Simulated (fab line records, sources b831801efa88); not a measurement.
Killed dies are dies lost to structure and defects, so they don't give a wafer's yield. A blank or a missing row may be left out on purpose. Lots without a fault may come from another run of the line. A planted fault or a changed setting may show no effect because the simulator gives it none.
Which tool did it? | flow gf180mcu | 10 lots, 30 wafers sampled, at 3 steps of a route of 602

WHAT THE GAUGES READ, wafer by wafer
GF_V4_RS_MEAS_24: measures by four-point-probe.
lot  | measured     | on            | V4_W_RS (ohm/sq)
L141 | day 25 06:10 | film_metro-03 | 0.325 0.328 0.329
L144 | day 26 04:01 | film_metro-03 | 0.319 0.320 0.324
L146 | day 26 19:11 | film_metro-02 | 0.322 0.327 0.327
L150 | day 28 10:14 | film_metro-03 | 0.320 0.321 0.324
L151 | day 28 12:34 | film_metro-03 | 0.321 0.494 0.494 0.322 0.495 0.493
L153 | day 28 22:26 | film_metro-03 | 0.323 0.323 0.491 0.323 0.324 0.491
L155 | day 29 16:53 | film_metro-04 | 0.329 0.334 0.330
L157 | day 30 02:16 | film_metro-04 | 0.330 0.331 0.328
L158 | day 30 08:41 | film_metro-04 | 0.334 0.330 0.332
L161 | day 31 01:34 | film_metro-02 | 0.329 0.328 0.327

WHICH TOOL RAN EACH LOT (tool, then ch and the chambers of the sampled wafers, then the start)
lot  | GF_M3_STRIP_17                       | GF_V4_CVD_23
L141 | plasma_asher-04 ch 0,1, day 22 05:25 | cvd_w-02 ch 0,1, day 25 06:03
L144 | plasma_asher-03 ch 0,1, day 23 05:26 | cvd_w-01 ch 0,1, day 26 03:54
L146 | plasma_asher-03 ch 0,1, day 23 21:55 | cvd_w-01 ch 0,1, day 26 19:05
L150 | plasma_asher-04 ch 0,1, day 25 14:53 | cvd_w-01 ch 0,1, day 28 10:07
L151 | plasma_asher-04 ch 0,1, day 25 19:11 | cvd_w-01 ch 0,1, day 28 12:25
L153 | plasma_asher-03 ch 0,1, day 26 06:01 | cvd_w-01 ch 0,1, day 28 22:19
L155 | plasma_asher-01 ch 0,1, day 27 01:47 | cvd_w-02 ch 0,1, day 29 16:47
L157 | plasma_asher-01 ch 0,1, day 27 11:57 | cvd_w-02 ch 0,1, day 30 02:09
L158 | plasma_asher-03 ch 0,1, day 27 18:31 | cvd_w-02 ch 0, day 30 08:27
L161 | plasma_asher-03 ch 0,1, day 28 13:04 | cvd_w-02 ch 0,1, day 31 01:27
- GF_M3_STRIP_17: strips in O2/N2.
- GF_V4_CVD_23: deposits W, target thk 350 nm, time 104.9 s.

THE ANSWER, worked out from the rows above alone
Rule: what is usual is taken from the lots themselves. Put in order of their means at a reading, lots are off if they are a third of the lots or fewer, leave a main group of 4 or more, and stand apart from it by a gap of 3 or more times the standard deviation of the main group's means; of several such gaps the widest counts. A main group whose means are all the same, to the digits that the tables above print for the reading, isn't used. A lot without any number at a reading at which 4 lots or more have one is off too. The other lots that the step has rows for count as sound.
Off: L151, L153, at GF_V4_RS_MEAS_24 (V4_W_RS). The main group: mean 0.327 ohm/sq, standard deviation 0.0038.
A tool fits if, at a process step before that reading, it ran every lot that is off, and no sound lot after the first of them. The gauges at GF_V4_RS_MEAS_24 are tried like those tools. Can't be told from this: 2 tools fit, cvd_w-01 at GF_V4_CVD_23, film_metro-03 at GF_V4_RS_MEAS_24.

WHAT THE SIMULATOR HAD PUT IN
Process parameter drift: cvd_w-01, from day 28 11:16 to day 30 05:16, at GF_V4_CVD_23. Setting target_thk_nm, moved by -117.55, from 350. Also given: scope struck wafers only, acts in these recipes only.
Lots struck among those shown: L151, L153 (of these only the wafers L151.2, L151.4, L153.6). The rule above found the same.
